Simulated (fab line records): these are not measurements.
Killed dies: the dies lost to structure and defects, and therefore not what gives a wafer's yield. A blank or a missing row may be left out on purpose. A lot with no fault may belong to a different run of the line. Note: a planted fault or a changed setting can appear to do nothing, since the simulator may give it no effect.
fab line records | flow sky130
record: lots: 13 wafers: 39 lastDay: 50
route steps=708 shown VIA2@520 METAL3@533 CAPM@538 PAD_OPEN@708
lots untouched by any fault: they come from a run of this same line in which no faults occurred
startH: hours from the record's first day to the start of the lot's first wafer shown | waitH: hours since the lot's step before | " as in the row above | L1.1+2: a single row standing in for several wafers | - no value, or no start given | * or withheld: withheld | < > ~ a bound
route shown NAME@n: names a module that has steps shown in the file, with the first one's number in the route | usual: average and standard deviation across the fault-free wafers | same: alike in all rows | chamber/n: place in a boat | sites: readings site by site | _std_site: standard deviation across them | _edge_site: mean of outer sites minus mean of inner sites | radiusMm: how far each site lies from the wafer's centre | mask NAME#n: copy n | behind: the most recent tool/chamber to have shaped the wafer | hold: the reason the lot was held/the length of the hold in hours/how it ended | device: whichever transistor did not switch (one of n, p or np) | end of line: the route-end tests of the same wafers | a step given without rows: its recipe and nothing more | killed: at the first sort, the dies lost to defects and structure; wafer yield is something else | map: a wafer's dies, marking killed ones x, the rest . and places with no die _
set.NAME: the setting as run; set.NAME@STEP: as run at that earlier step | model.NAME: the simulator's own value behind a step, which no gauge read
steps of the route over a sample of lots; a table a step, a row a wafer
services: from which hour (startH, from the record's first day; less than 0 if before it) a tool's chamber was out of use, for how many hours, and why
== steps ==
step: SKY_VIA2_OVL_MEAS_13
usual: VIA2_OVL: 1/5.3
columns lot.wafer tool chamber startH waitH VIA2_OVL[nm]
L413.2 overlay-02 - 847.26 0.1 3
L413.4 " - " " 3
L413.5 " - " " -1
L414.2 overlay-01 - 865.11 0.1 6
L414.4 " - " " 5
L414.6 " - " " 7
L415.1 overlay-01 - 869.18 0.1 5
L415.2 " - " " 4
L415.6 " - " " -1
L416.2 overlay-01 - 882.78 0.1 -1
L416.5 " - " " -2
L416.6 " - " " -1
L417.1 overlay-02 - 888.95 0.1 7
L417.5 " - " " 6
L417.6 " - " " 8
L418.1 overlay-01 - 894.48 0.1 -3
L418.2 " - " " -3
L418.5 " - " " -11
L419.1 overlay-01 - 901.55 0.1 -5
L419.4 " - " " -5
L419.5 " - " " -4
L421.3 overlay-01 - 912.75 0.1 -5
L421.4 " - " " -6
L421.5 " - " " -7
L420.2 overlay-01 - 913.99 0.1 -10
L420.5 " - " " -7
L420.6 " - " " -7
L422.1 overlay-01 - 924.23 0.1 7
L422.5 " - " " 0
L422.6 " - " " -4
L424.2 overlay-02 - 934.39 0.1 0
L424.3 " - " " -1
L424.5 " - " " 1
L431.1 overlay-02 - 986.68 0.1 -2
L431.4 " - " " -2
L431.5 " - " " 2
L436.1 overlay-02 - 1025.45 0.1 7
L436.4 " - " " 7
L436.6 " - " " 11
step: SKY_METAL3_SPUTTER_01
recipe: material: TiN targetThkNm: 20 powerW: 6500 timeS: 16.7 chamberPressurePa: 0.4
usual: chamberPressurePa: 0.4001/0.00087 throttleValvePct: 30.2/0.69
columns lot.wafer tool chamber startH waitH chamberPressurePa throttleValvePct
L413.2 pvdSputter-02 - 848.68 0.0 0.3987 30.6
L413.4 " - " " 0.3979 30.4
L413.5 " - " " 0.4001 31.1
L414.2 pvdSputter-04 - 867.00 0.0 0.3998 29.4
L414.4 " - " " 0.4021 30.7
L414.6 " - " " 0.4010 30.1
L415.1 pvdSputter-04 - 870.77 0.0 0.4001 29.4
L415.2 " - " " 0.4004 29.8
L415.6 " - " " 0.4020 30.6
L416.2 pvdSputter-01 - 884.30 0.0 0.4002 31.3
L416.5 " - " " 0.3989 29.7
L416.6 " - " " 0.4000 31.4
L417.1 pvdSputter-02 - 890.43 0.0 0.3996 31.3
L417.5 " - " " 0.4006 30.6
L417.6 " - " " 0.4009 31.5
L418.1 pvdSputter-01 - 895.91 0.0 0.3990 30.0
L418.2 " - " " 0.3995 27.8
L418.5 " - " " 0.4005 30.3
L419.1 pvdSputter-02 - 903.01 0.0 0.3994 31.2
L419.4 " - " " 0.4003 30.1
L419.5 " - " " 0.4007 30.5
L421.3 pvdSputter-04 - 914.19 0.0 0.3994 30.1
L421.4 " - " " 0.3997 29.3
L421.5 " - " " 0.4005 29.5
L420.2 pvdSputter-04 - 915.66 0.0 0.4019 30.5
L420.5 " - " " 0.4000 29.4
L420.6 " - " " 0.4002 29.9
L422.1 pvdSputter-04 - 925.66 0.0 0.3857 30.7
L422.5 " - " " 0.3849 30.9
L422.6 " - " " 0.3858 31.0
L424.2 pvdSputter-04 - 935.81 0.0 0.3846 30.8
L424.3 " - " " 0.3862 31.3
L424.5 " - " " 0.3854 30.6
L431.1 pvdSputter-01 - 988.11 0.0 0.4005 29.9
L431.4 " - " " 0.4001 31.4
L431.5 " - " " 0.3996 29.6
L436.1 pvdSputter-02 - 1027.06 0.0 0.3996 30.3
L436.4 " - " " 0.3998 30.7
L436.6 " - " " 0.4000 30.3
step: SKY_METAL3_SPUTTER_02
recipe: material: AlCu targetThkNm: 735 powerW: 10600 timeS: 39.1 chamberPressurePa: 0.4
usual: chamberPressurePa: 0.4000/0.00089 throttleValvePct: 30.2/0.69
columns lot.wafer tool chamber startH waitH chamberPressurePa throttleValvePct
L413.2 pvdSputter-02 - 848.70 0.0 0.3995 30.5
L413.4 " - " " 0.3997 30.1
L413.5 " - " " 0.3995 31.1
L414.2 pvdSputter-04 - 867.03 0.0 0.4009 29.4
L414.4 " - " " 0.3993 30.8
L414.6 " - " " 0.3999 30.3
L415.1 pvdSputter-04 - 870.79 0.0 0.3993 29.6
L415.2 " - " " 0.3980 30.0
L415.6 " - " " 0.3985 30.7
L416.2 pvdSputter-01 - 884.33 0.0 0.4007 31.3
L416.5 " - " " 0.4023 29.5
L416.6 " - " " 0.4015 31.4
L417.1 pvdSputter-02 - 890.45 0.0 0.4004 31.0
L417.5 " - " " 0.4009 30.6
L417.6 " - " " 0.3997 31.1
L418.1 pvdSputter-01 - 895.93 0.0 0.3984 30.1
L418.2 " - " " 0.4006 27.8
L418.5 " - " " 0.3995 30.0
L419.1 pvdSputter-02 - 903.04 0.0 0.3995 30.9
L419.4 " - " " 0.4000 29.9
L419.5 " - " " 0.4004 30.5
L421.3 pvdSputter-04 - 914.22 0.0 0.4003 30.0
L421.4 " - " " 0.4004 29.6
L421.5 " - " " 0.3994 29.6
L420.2 pvdSputter-04 - 915.69 0.0 0.3999 30.5
L420.5 " - " " 0.3992 29.1
L420.6 " - " " 0.4002 29.8
L422.1 pvdSputter-04 - 925.69 0.0 0.3997 30.2
L422.5 " - " " 0.4013 30.1
L422.6 " - " " 0.3994 30.7
L424.2 pvdSputter-04 - 935.84 0.0 0.3995 30.2
L424.3 " - " " 0.3994 30.4
L424.5 " - " " 0.3995 30.2
L431.1 pvdSputter-01 - 988.14 0.0 0.4005 30.1
L431.4 " - " " 0.3991 31.3
L431.5 " - " " 0.4006 29.8
L436.1 pvdSputter-02 - 1027.08 0.0 0.3988 30.1
L436.4 " - " " 0.4011 30.5
L436.6 " - " " 0.3996 30.3
step: SKY_CAPM_THK_MEAS_01
recipe: reads: SiO2_of_CAPM_CVD_00
usual: CAPM_CVD_00_THK: 15.38/0.19
columns lot.wafer tool chamber startH waitH CAPM_CVD_00_THK[nm]
L413.2 filmMetro-02 - 848.84 - 15.40
L413.4 " - " " 15.29
L413.5 " - " " 15.38
L414.2 filmMetro-01 - 867.16 - 15.33
L414.4 " - " " 15.63
L414.6 " - " " 15.64
L415.1 filmMetro-01 - 870.93 - 15.27
L415.2 " - " " 15.27
L415.6 " - " " 15.69
L416.2 filmMetro-02 - 884.46 - 15.36
L416.5 " - " " 15.72
L416.6 " - " " 15.78
L417.1 filmMetro-04 - 890.58 - 15.39
L417.5 " - " " 15.67
L417.6 " - " " 15.56
L418.1 filmMetro-04 - 896.06 - 15.16
L418.2 " - " " 15.61
L418.5 " - " " 15.77
L419.1 filmMetro-02 - 903.16 - 15.11
L419.4 " - " " 15.29
L419.5 " - " " 15.29
L421.3 filmMetro-02 - 914.36 - 15.17
L421.4 " - " " 15.38
L421.5 " - " " 15.48
L420.2 filmMetro-04 - 915.83 - 15.19
L420.5 " - " " 15.40
L420.6 " - " " 15.74
L422.1 filmMetro-02 - 925.81 - 15.38
L422.5 " - " " 15.58
L422.6 " - " " 15.45
L424.2 filmMetro-04 - 935.97 - 15.16
L424.3 " - " " 15.16
L424.5 " - " " 15.46
L431.1 filmMetro-02 - 988.26 - 15.27
L431.4 " - " " 15.54
L431.5 " - " " 15.50
L436.1 filmMetro-04 - 1027.21 - 15.12
L436.4 " - " " 15.17
L436.6 " - " " 15.39
step: SKY_PAD_OPEN_PROBE_99
usual: defectLimitedYield: 82.8/2 killed_at_M0_to_M3: 43/7.2 killed_at_M4_up: 3.0/2 killedAtContacts: 24/5.5 killedAtFrontEnd: 15/4.2 killedAtOther: 0.3/0.51 killedDies: 85/10 killedOpen: 46/7.3 killedShort: 38/6.4 sort_bin_3_pad_short: 0.9/0.42 sort_bin_5_function: 10.3/1.5 sort_bin_6_memory: 6.0/1.2 sortNPass: 407/10 sortYieldPct: 82.8/2
same: grossDies: 492 killedAtBackSide: 0 sort_bin_4_leakage[%]: 0 sort_bin_8_speed[%]: 0
columns lot.wafer tool chamber startH waitH defectLimitedYield[%] killed_at_M0_to_M3 killed_at_M4_up killedAtContacts killedAtFrontEnd killedAtOther killedDies killedOpen killedShort sort_bin_3_pad_short[%] sort_bin_5_function[%] sort_bin_6_memory[%] sortNPass sortYieldPct[%]
L413.2 prober-02 - 1076.23 0.1 82.7 50 2 18 13 2 85 47 38 0.8 11.2 5.3 407 82.7
L413.4 prober-02 - 1076.33 0.2 82.1 40 2 29 16 1 88 39 49 0.6 10.0 7.3 404 82.1
L413.5 prober-02 - 1076.38 0.2 79.5 61 2 28 8 2 101 61 40 1.0 13.4 6.1 391 79.5
L414.2 prober-01 - 1090.73 0.1 81.7 41 3 34 11 1 90 45 45 0.6 10.8 6.9 402 81.7
L414.4 prober-01 - 1090.83 0.2 82.5 44 2 31 9 0 86 52 34 0 11.6 5.9 406 82.5
L414.6 prober-01 - 1090.93 0.2 81.9 48 5 29 7 0 89 45 44 0.4 9.8 7.9 403 81.9
L415.1 prober-02 - 1093.38 0.1 84.1 42 0 18 17 1 78 53 25 0.4 10.2 5.3 414 84.1
L415.2 prober-02 - 1093.43 0.1 82.5 41 5 17 23 0 86 49 37 0.8 11.8 4.9 406 82.5
L415.6 prober-02 - 1093.63 0.2 80.5 49 3 27 16 1 96 56 40 1.0 12.2 6.3 396 80.5
L416.2 prober-01 - 1104.65 0.1 83.7 44 2 20 14 0 80 42 38 1.0 10.0 5.3 412 83.7
L416.5 prober-01 - 1104.80 0.2 84.3 48 2 15 12 0 77 48 29 0.2 10.2 5.3 415 84.3
L416.6 prober-01 - 1104.85 0.2 82.3 54 6 17 10 0 87 41 46 1.6 10.0 6.1 405 82.3
L417.1 prober-02 - 1111.25 0.1 81.1 45 5 25 18 0 93 49 44 1.2 12.2 5.5 399 81.1
L417.5 prober-02 - 1111.45 0.2 81.7 48 3 27 12 0 90 45 45 1.2 11.0 6.1 402 81.7
L417.6 prober-02 - 1111.50 0.2 80.7 56 0 26 13 0 95 54 41 1.0 12.0 6.3 397 80.7
L418.1 prober-01 - 1114.84 0.1 77.4 47 4 35 25 0 111 55 56 1.2 14.2 7.1 381 77.4
L418.2 prober-01 - 1114.89 0.1 85.2 35 3 19 16 0 73 43 30 0.4 8.5 5.9 419 85.2
L418.5 prober-01 - 1115.04 0.2 81.5 47 4 21 19 0 91 42 49 0.8 11.6 6.1 401 81.5
L419.1 prober-02 - 1120.70 0.1 79.9 40 3 26 29 1 99 49 50 1.4 12.0 6.7 393 79.9
L419.4 prober-02 - 1120.85 0.2 84.8 46 2 14 13 0 75 41 34 0.2 10.0 5.1 417 84.8
L419.5 prober-02 - 1120.90 0.2 79.7 47 4 28 21 0 100 58 42 1.2 12.0 7.1 392 79.7
L421.3 prober-01 - 1129.81 0.2 81.5 48 3 33 7 0 91 59 32 1.2 11.0 6.3 401 81.5
L421.4 prober-01 - 1129.86 0.2 82.5 35 4 35 12 0 86 40 46 1.4 9.8 6.3 406 82.5
L421.5 prober-01 - 1129.91 0.2 80.7 49 0 31 15 0 95 53 42 0.6 11.4 7.3 397 80.7
L420.2 prober-02 - 1130.72 0.1 84.3 41 4 22 10 0 77 35 42 0.8 9.6 5.3 415 84.3
L420.5 prober-02 - 1130.87 0.2 83.7 35 1 28 15 1 80 42 38 0.6 11.4 4.3 412 83.7
L420.6 prober-02 - 1130.92 0.2 84.8 40 2 21 12 0 75 50 25 0.4 10.6 4.3 417 84.8
L422.1 prober-01 - 1139.22 0.1 79.5 42 2 39 18 0 101 53 48 0.8 12.6 7.1 391 79.5
L422.5 prober-01 - 1139.42 0.2 79.3 58 3 25 16 0 102 56 46 1.4 11.4 7.9 390 79.3
L422.6 prober-01 - 1139.47 0.2 80.7 55 1 27 12 0 95 57 38 1.4 12.6 5.3 397 80.7
L424.2 prober-02 - 1143.87 0.1 85.4 35 1 19 17 0 72 31 41 1.6 7.9 5.1 420 85.4
L424.3 prober-02 - 1143.92 0.2 83.3 35 3 32 12 0 82 43 39 0.4 8.3 7.9 410 83.3
L424.5 prober-02 - 1144.02 0.2 83.1 47 4 15 17 0 83 44 39 0.8 10.8 5.3 409 83.1
L431.1 prober-01 - 1182.22 0.1 85.0 36 3 18 17 0 74 40 34 0.4 10.6 4.1 418 85.0
L431.4 prober-01 - 1182.37 0.2 82.7 46 3 22 14 0 85 43 42 0.6 9.1 7.5 407 82.7
L431.5 prober-01 - 1182.42 0.2 82.9 40 2 19 22 1 84 50 34 0.6 8.9 7.5 408 82.9
L436.1 prober-01 - 1210.98 0.1 82.7 46 1 23 14 1 85 47 38 0.2 10.8 6.3 407 82.7
L436.4 prober-01 - 1211.13 0.2 87.4 29 1 14 18 0 62 31 31 0.2 9.1 3.3 430 87.4
L436.6 prober-01 - 1211.23 0.2 84.3 47 2 15 13 0 77 43 34 0.8 10.4 4.5 415 84.3
killed by level:class
L413.2 CONTACT:geometricParticle:open=10 METAL1:geometricParticle:short=7 VIA1:geometricParticle:open=7 VIA3:geometricParticle:open=7 VIA2:geometricParticle:open=6 VIA1:geometricParticle:short=6 VIA2:geometricParticle:short=6 LI_CONTACT:geometricParticle:open=5
L413.4 CONTACT:geometricParticle:open=12 VIA1:geometricParticle:short=10 METAL1:geometricParticle:short=8 LI_CONTACT:geometricParticle:open=7 LI_CONTACT:geometricParticle:short=6 FIELD_ISO:geometricParticle:short=5 FIELD_ISO:geometricParticle:open=4 VIA2:geometricParticle:open=4
L413.5 VIA1:geometricParticle:open=14 LI_CONTACT:geometricParticle:open=12 VIA3:geometricParticle:open=12 VIA3:geometricParticle:short=7 VIA1:geometricParticle:short=6 VIA2:geometricParticle:open=6 METAL3:geometricParticle:short=4 CONTACT:geometricParticle:short=4
L414.2 VIA3:geometricParticle:open=10 CONTACT:geometricParticle:open=9 CONTACT:geometricParticle:short=8 LI_CONTACT:geometricParticle:open=7 LOCAL_INTERCONNECT:geometricParticle:short=6 VIA1:geometricParticle:open=5 METAL1:geometricParticle:short=5 METAL2:geometricParticle:short=5
L414.4 CONTACT:geometricParticle:open=12 VIA3:geometricParticle:open=9 VIA2:geometricParticle:open=8 VIA1:geometricParticle:open=8 LI_CONTACT:geometricParticle:open=6 METAL2:geometricParticle:short=5 LI_CONTACT:geometricParticle:short=4 LOCAL_INTERCONNECT:geometricParticle:short=4
L414.6 VIA1:geometricParticle:open=17 CONTACT:geometricParticle:open=9 VIA1:geometricParticle:short=9 LI_CONTACT:geometricParticle:open=7 LOCAL_INTERCONNECT:geometricParticle:short=6 VIA3:geometricParticle:short=5 VIA2:geometricParticle:short=4 VIA2:geometricParticle:open=4
L415.1 VIA3:geometricParticle:open=12 CONTACT:geometricParticle:open=7 VIA2:geometricParticle:open=6 LI_CONTACT:geometricParticle:open=5 FIELD_ISO:geometricParticle:short=4 VIA1:geometricParticle:open=4 FIELD_ISO:geometricParticle:open=4 METAL1:geometricParticle:short=4
L415.2 FIELD_ISO:geometricParticle:open=9 CONTACT:geometricParticle:open=8 METAL2:geometricParticle:short=8 VIA2:geometricParticle:open=7 VIA1:geometricParticle:open=7 VIA1:geometricParticle:short=6 POLY_GATE:geometricParticle:open=5 CONTACT:geometricParticle:short=3
L415.6 VIA1:geometricParticle:open=12 CONTACT:geometricParticle:open=11 VIA3:geometricParticle:short=8 VIA3:geometricParticle:open=7 VIA2:geometricParticle:open=6 POLY_GATE:geometricParticle:open=5 LI_CONTACT:geometricParticle:open=5 FIELD_ISO:geometricParticle:open=4
L416.2 VIA1:geometricParticle:open=9 METAL1:geometricParticle:short=8 CONTACT:geometricParticle:open=7 POLY_GATE:geometricParticle:short=6 METAL2:geometricParticle:short=6 POLY_GATE:geometricParticle:open=5 LI_CONTACT:geometricParticle:open=5 CONTACT:geometricParticle:short=5
L416.5 VIA1:geometricParticle:open=13 VIA2:geometricParticle:open=9 LI_CONTACT:geometricParticle:open=6 CONTACT:geometricParticle:open=6 VIA1:geometricParticle:short=5 METAL1:geometricParticle:short=5 METAL2:geometricParticle:short=5 VIA3:geometricParticle:open=5
L416.6 VIA1:geometricParticle:open=13 METAL1:geometricParticle:short=11 VIA2:geometricParticle:open=7 VIA3:geometricParticle:open=5 METAL2:geometricParticle:short=5 VIA3:geometricParticle:short=5 FIELD_ISO:geometricParticle:short=4 LI_CONTACT:geometricParticle:open=4
L417.1 CONTACT:geometricParticle:short=9 VIA1:geometricParticle:open=9 FIELD_ISO:geometricParticle:short=7 CONTACT:geometricParticle:open=7 VIA2:geometricParticle:open=7 VIA3:geometricParticle:open=6 FIELD_ISO:geometricParticle:open=5 POLY_GATE:geometricParticle:open=5
L417.5 CONTACT:geometricParticle:open=10 METAL1:geometricParticle:short=10 VIA1:geometricParticle:short=7 LI_CONTACT:geometricParticle:open=6 VIA1:geometricParticle:open=6 VIA3:geometricParticle:open=6 CONTACT:geometricParticle:short=5 VIA2:geometricParticle:open=5
L417.6 VIA1:geometricParticle:open=15 CONTACT:geometricParticle:open=9 LI_CONTACT:geometricParticle:open=8 METAL2:geometricParticle:short=7 METAL3:geometricParticle:short=7 VIA3:geometricParticle:open=6 METAL1:geometricParticle:short=5 VIA2:geometricParticle:open=5
L418.1 FIELD_ISO:geometricParticle:short=11 CONTACT:geometricParticle:open=11 LI_CONTACT:geometricParticle:open=9 VIA3:geometricParticle:open=8 VIA2:geometricParticle:open=7 METAL1:geometricParticle:short=7 VIA1:geometricParticle:open=6 CONTACT:geometricParticle:short=6
L418.2 LI_CONTACT:geometricParticle:open=8 VIA1:geometricParticle:open=7 VIA3:geometricParticle:open=7 FIELD_ISO:geometricParticle:open=6 LOCAL_INTERCONNECT:geometricParticle:short=5 VIA1:geometricParticle:short=5 FIELD_ISO:geometricParticle:short=4 CONTACT:geometricParticle:open=4
L418.5 CONTACT:geometricParticle:open=9 METAL1:geometricParticle:short=9 VIA2:geometricParticle:open=8 VIA1:geometricParticle:open=7 FIELD_ISO:geometricParticle:short=6 METAL2:geometricParticle:short=5 VIA3:geometricParticle:open=5 VIA3:geometricParticle:short=5
L419.1 CONTACT:geometricParticle:open=11 FIELD_ISO:geometricParticle:short=10 FIELD_ISO:geometricParticle:open=8 VIA1:geometricParticle:open=8 VIA1:geometricParticle:short=6 VIA2:geometricParticle:open=6 LI_CONTACT:geometricParticle:open=5 METAL2:geometricParticle:short=5
L419.4 VIA1:geometricParticle:open=12 VIA3:geometricParticle:open=6 METAL2:geometricParticle:short=6 LI_CONTACT:geometricParticle:open=5 CONTACT:geometricParticle:short=5 VIA1:geometricParticle:short=5 VIA2:geometricParticle:short=4 VIA2:geometricParticle:open=4
L419.5 CONTACT:geometricParticle:open=10 VIA1:geometricParticle:open=9 VIA3:geometricParticle:open=8 LI_CONTACT:geometricParticle:open=7 VIA2:geometricParticle:open=7 VIA1:geometricParticle:short=7 FIELD_ISO:geometricParticle:open=6 POLY_GATE:geometricParticle:open=6
L421.3 LI_CONTACT:geometricParticle:open=15 CONTACT:geometricParticle:open=12 VIA1:geometricParticle:open=10 METAL1:geometricParticle:short=9 VIA2:geometricParticle:open=8 VIA3:geometricParticle:open=7 METAL2:geometricParticle:short=5 POLY_GATE:geometricParticle:short=4
L421.4 VIA1:geometricParticle:open=10 CONTACT:geometricParticle:open=9 CONTACT:geometricParticle:short=8 LOCAL_INTERCONNECT:geometricParticle:short=8 LI_CONTACT:geometricParticle:open=6 METAL2:geometricParticle:short=6 VIA3:geometricParticle:open=5 METAL4:geometricParticle:short=4
L421.5 VIA1:geometricParticle:open=19 LI_CONTACT:geometricParticle:open=9 CONTACT:geometricParticle:open=9 METAL2:geometricParticle:short=7 VIA1:geometricParticle:short=6 METAL1:geometricParticle:short=5 CONTACT:geometricParticle:short=5 LOCAL_INTERCONNECT:geometricParticle:short=4
L420.2 CONTACT:geometricParticle:open=9 CONTACT:geometricParticle:short=7 VIA2:geometricParticle:short=7 VIA1:geometricParticle:short=6 VIA1:geometricParticle:open=6 METAL3:geometricParticle:short=4 VIA3:geometricParticle:open=4 VIA2:geometricParticle:open=4
L420.5 CONTACT:geometricParticle:open=10 CONTACT:geometricParticle:short=7 VIA3:geometricParticle:open=6 LI_CONTACT:geometricParticle:open=6 VIA2:geometricParticle:open=6 VIA1:geometricParticle:short=6 FIELD_ISO:geometricParticle:open=4 FIELD_ISO:geometricParticle:short=4
L420.6 CONTACT:geometricParticle:open=12 VIA1:geometricParticle:open=9 VIA3:geometricParticle:open=7 FIELD_ISO:geometricParticle:open=4 LI_CONTACT:geometricParticle:open=4 METAL1:geometricParticle:short=4 VIA1:geometricParticle:short=4 VIA2:geometricParticle:open=4
L422.1 CONTACT:geometricParticle:open=13 VIA1:geometricParticle:open=12 LI_CONTACT:geometricParticle:open=7 LOCAL_INTERCONNECT:geometricParticle:short=7 METAL2:geometricParticle:short=6 VIA2:geometricParticle:open=6 CONTACT:geometricParticle:short=5 METAL1:geometricParticle:short=5
L422.5 VIA1:geometricParticle:open=18 CONTACT:geometricParticle:open=10 METAL1:geometricParticle:short=7 VIA1:geometricParticle:short=7 VIA3:geometricParticle:open=7 FIELD_ISO:geometricParticle:open=5 POLY_GATE:geometricParticle:open=5 VIA3:geometricParticle:short=5
L422.6 VIA1:geometricParticle:open=14 CONTACT:geometricParticle:open=10 VIA2:geometricParticle:open=10 LI_CONTACT:geometricParticle:open=7 METAL1:geometricParticle:short=7 FIELD_ISO:geometricParticle:open=5 VIA3:geometricParticle:open=5 VIA1:geometricParticle:short=4
L424.2 VIA1:geometricParticle:short=9 CONTACT:geometricParticle:open=7 METAL2:geometricParticle:short=6 VIA1:geometricParticle:open=5 FIELD_ISO:geometricParticle:short=4 CONTACT:geometricParticle:short=4 METAL1:geometricParticle:short=4 SPACER:geometricParticle:short=3
L424.3 LI_CONTACT:geometricParticle:open=10 LOCAL_INTERCONNECT:geometricParticle:short=7 CONTACT:geometricParticle:open=7 VIA2:geometricParticle:open=6 VIA1:geometricParticle:open=6 CONTACT:geometricParticle:short=5 VIA2:geometricParticle:short=5 FIELD_ISO:geometricParticle:short=4
L424.5 VIA1:geometricParticle:open=17 CONTACT:geometricParticle:open=7 FIELD_ISO:geometricParticle:open=5 VIA2:geometricParticle:open=5 METAL2:geometricParticle:short=5 METAL1:geometricParticle:short=4 VIA1:geometricParticle:short=4 VIA3:geometricParticle:open=4
L431.1 LI_CONTACT:geometricParticle:open=7 VIA3:geometricParticle:open=7 CONTACT:geometricParticle:open=6 FIELD_ISO:geometricParticle:open=5 METAL2:geometricParticle:short=5 VIA1:geometricParticle:open=5 VIA3:geometricParticle:short=5 FIELD_ISO:geometricParticle:short=4
L431.4 VIA1:geometricParticle:open=10 LI_CONTACT:geometricParticle:open=7 METAL2:geometricParticle:short=7 CONTACT:geometricParticle:open=6 VIA3:geometricParticle:open=6 METAL1:geometricParticle:short=5 VIA2:geometricParticle:short=4 FIELD_ISO:geometricParticle:open=3
L431.5 FIELD_ISO:geometricParticle:open=9 VIA3:geometricParticle:open=9 VIA1:geometricParticle:open=8 CONTACT:geometricParticle:open=7 LI_CONTACT:geometricParticle:open=6 METAL2:geometricParticle:short=6 VIA1:geometricParticle:short=5 VIA2:geometricParticle:open=5
L436.1 VIA1:geometricParticle:open=10 POLY_GATE:geometricParticle:open=7 CONTACT:geometricParticle:open=7 LI_CONTACT:geometricParticle:open=6 METAL2:geometricParticle:short=6 VIA3:geometricParticle:open=6 LOCAL_INTERCONNECT:geometricParticle:short=5 VIA2:geometricParticle:open=5
L436.4 VIA1:geometricParticle:open=10 CONTACT:geometricParticle:open=7 METAL2:geometricParticle:short=6 VIA3:geometricParticle:open=5 POLY_GATE:geometricParticle:short=4 VIA2:geometricParticle:short=4 FIELD_ISO:geometricParticle:short=3 POLY_GATE:geometricParticle:open=3
L436.6 VIA1:geometricParticle:open=12 VIA2:geometricParticle:open=8 CONTACT:geometricParticle:open=7 VIA1:geometricParticle:short=6 CONTACT:geometricParticle:short=5 METAL2:geometricParticle:short=5 VIA3:geometricParticle:open=5 POLY_GATE:geometricParticle:open=4
== services ==
columns tool chamber startH hours kind
pvdSputter-04 - 859.06 4.7 repair
pvdSputter-01 - 867.88 12.1 repair
pvdSputter-01 - 936.49 51.4 repair
pvdSputter-01 - 953.44 6.6 repair
== key ==
firstSign: step: SKY_METAL3_SPUTTER_01 reading: chamberPressurePa direction: down sigmas: 17 usual: 0.4001 struck: 0.3854
effect none on later readings
metAt SKY_METAL3_SPUTTER_01
struckLots L422,L424
notActingAt SKY_VIA2_OVL_MEAS_13,SKY_METAL3_SPUTTER_02,SKY_CAPM_THK_MEAS_01
onsetBetween 915.66 925.66
fault: kind: processParameterDrift tool: pvdSputter-04 chamber: - onsetH: 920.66 steps: SKY_METAL3_SPUTTER_01 channel: chamberPressurePa offset: -0.014538 shape: step endH: 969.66 actsIn: theseRecipesOnly stated: 0.4
